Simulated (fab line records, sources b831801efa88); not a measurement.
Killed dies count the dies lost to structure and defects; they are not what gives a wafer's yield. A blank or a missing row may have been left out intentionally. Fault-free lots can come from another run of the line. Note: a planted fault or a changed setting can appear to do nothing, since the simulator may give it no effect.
Which of the tools did it? / flow sky130 / 33 wafers from 11 lots sampled at 4 of the route's 708 steps

WHAT THE GAUGES SHOWED, per wafer
SKY_LI_CONTACT_THK_MEAS_01.
lot=L235; measured=day 28 00:35; on=filmMetro-03; LI_CONTACT_HDPCVD_THK (nm)=940 938 933
lot=L237; measured=day 29 00:55; on=filmMetro-01; LI_CONTACT_HDPCVD_THK (nm)=949 936 939
lot=L238; measured=day 29 17:44; on=filmMetro-01; LI_CONTACT_HDPCVD_THK (nm)=943 949 936
lot=L240; measured=day 29 18:15; on=filmMetro-03; LI_CONTACT_HDPCVD_THK (nm)=935 935 935
lot=L243; measured=day 31 08:24; on=filmMetro-03; LI_CONTACT_HDPCVD_THK (nm)=936 950 946
lot=L244; measured=day 31 17:03; on=filmMetro-02; LI_CONTACT_HDPCVD_THK (nm)=934 927 932
lot=L246; measured=day 32 03:23; on=filmMetro-03; LI_CONTACT_HDPCVD_THK (nm)=1130 1124 1126
lot=L247; measured=day 32 10:51; on=filmMetro-01; LI_CONTACT_HDPCVD_THK (nm)=1115 1114 1120
lot=L250; measured=day 34 06:28; on=filmMetro-02; LI_CONTACT_HDPCVD_THK (nm)=928 933 939
lot=L256; measured=day 35 07:22; on=filmMetro-03; LI_CONTACT_HDPCVD_THK (nm)=938 915 918
lot=L257; measured=day 35 12:39; on=filmMetro-03; LI_CONTACT_HDPCVD_THK (nm)=932 940 930

TOOL THAT RAN EACH LOT (tool first, then ch and the chambers of the sampled wafers, then the start)
lot=L235; SKY_RES_XHIGH_STRIP_08=plasmaAsher-02 ch 0,1, day 26 18:35; SKY_SD_N_RTA_14=rtpAnneal-01 ch 0, day 27 23:55; SKY_LI_CONTACT_HDPCVD_00=hdpcvd-01 ch 0,2, day 28 00:28
lot=L237; SKY_RES_XHIGH_STRIP_08=plasmaAsher-01 ch 0,1, day 27 18:53; SKY_SD_N_RTA_14=rtpAnneal-01 ch 0, day 29 00:16; SKY_LI_CONTACT_HDPCVD_00=hdpcvd-02 ch 0,1, day 29 00:48
lot=L238; SKY_RES_XHIGH_STRIP_08=plasmaAsher-03 ch 0,1, day 28 11:44; SKY_SD_N_RTA_14=rtpAnneal-02 ch 0, day 29 17:05; SKY_LI_CONTACT_HDPCVD_00=hdpcvd-01 ch 0,1,2, day 29 17:38
lot=L240; SKY_RES_XHIGH_STRIP_08=plasmaAsher-01 ch 0,1, day 28 12:50; SKY_SD_N_RTA_14=rtpAnneal-01 ch 0, day 29 17:35; SKY_LI_CONTACT_HDPCVD_00=hdpcvd-02 ch 0,1, day 29 18:08
lot=L243; SKY_RES_XHIGH_STRIP_08=plasmaAsher-03 ch 0,1, day 30 02:50; SKY_SD_N_RTA_14=rtpAnneal-01 ch 0, day 31 07:45; SKY_LI_CONTACT_HDPCVD_00=hdpcvd-01 ch 0,1,2, day 31 08:18
lot=L244; SKY_RES_XHIGH_STRIP_08=plasmaAsher-02 ch 0,1, day 30 11:41; SKY_SD_N_RTA_14=rtpAnneal-02 ch 0, day 31 16:20; SKY_LI_CONTACT_HDPCVD_00=hdpcvd-02 ch 0,1, day 31 16:57
lot=L246; SKY_RES_XHIGH_STRIP_08=plasmaAsher-01 ch 0,1, day 30 21:53; SKY_SD_N_RTA_14=rtpAnneal-02 ch 0, day 32 02:44; SKY_LI_CONTACT_HDPCVD_00=hdpcvd-02 ch 0,1,2, day 32 03:19
lot=L247; SKY_RES_XHIGH_STRIP_08=plasmaAsher-02 ch 0,1, day 31 06:29; SKY_SD_N_RTA_14=rtpAnneal-01 ch 0, day 32 10:11; SKY_LI_CONTACT_HDPCVD_00=hdpcvd-02 ch 0,2, day 32 10:44
lot=L250; SKY_RES_XHIGH_STRIP_08=plasmaAsher-03 ch 0,1, day 33 01:45; SKY_SD_N_RTA_14=rtpAnneal-01 ch 0, day 34 05:49; SKY_LI_CONTACT_HDPCVD_00=hdpcvd-01 ch 0,1,2, day 34 06:22
lot=L256; SKY_RES_XHIGH_STRIP_08=plasmaAsher-01 ch 0,1, day 34 03:35; SKY_SD_N_RTA_14=rtpAnneal-02 ch 0, day 35 06:41; SKY_LI_CONTACT_HDPCVD_00=hdpcvd-02 ch 1,2, day 35 07:16
lot=L257; SKY_RES_XHIGH_STRIP_08=plasmaAsher-01 ch 0,1, day 34 08:39; SKY_SD_N_RTA_14=rtpAnneal-02 ch 0, day 35 12:00; SKY_LI_CONTACT_HDPCVD_00=hdpcvd-01 ch 0,1,2, day 35 12:33
- SKY_RES_XHIGH_STRIP_08: strips in O2/N2.
- SKY_SD_N_RTA_14: time 2 s.
- SKY_LI_CONTACT_HDPCVD_00: deposits PSG, target thk 930 nm, time 155 s.

THE ANSWER, worked out from the rows above alone
Rule: the usual values come from the lots themselves. Put in order of their means at a reading, lots are off if they are a third of the lots or fewer, leave a main group of 4 or more, and stand apart from it by a gap of 3 or more times the standard deviation of the main group's means; of several such gaps the widest counts. If all means in a main group match to the digits the tables above print for the reading, that group is not used. Also off: a lot with no number at a reading for which 4 or more lots have one. Any other lot the step has rows for is counted as sound.
Off: L246, L247, seen at SKY_LI_CONTACT_THK_MEAS_01 (LI_CONTACT_HDPCVD_THK). Main group: mean 936 nm, sd 6.
If a tool, at a process step before that reading, ran all the lots that are off and no sound lot after the first of them, it fits. Gauges at SKY_LI_CONTACT_THK_MEAS_01: tried the same way as those tools. Not one of the candidates tried fits.

WHAT THE SIMULATOR HAD INSERTED
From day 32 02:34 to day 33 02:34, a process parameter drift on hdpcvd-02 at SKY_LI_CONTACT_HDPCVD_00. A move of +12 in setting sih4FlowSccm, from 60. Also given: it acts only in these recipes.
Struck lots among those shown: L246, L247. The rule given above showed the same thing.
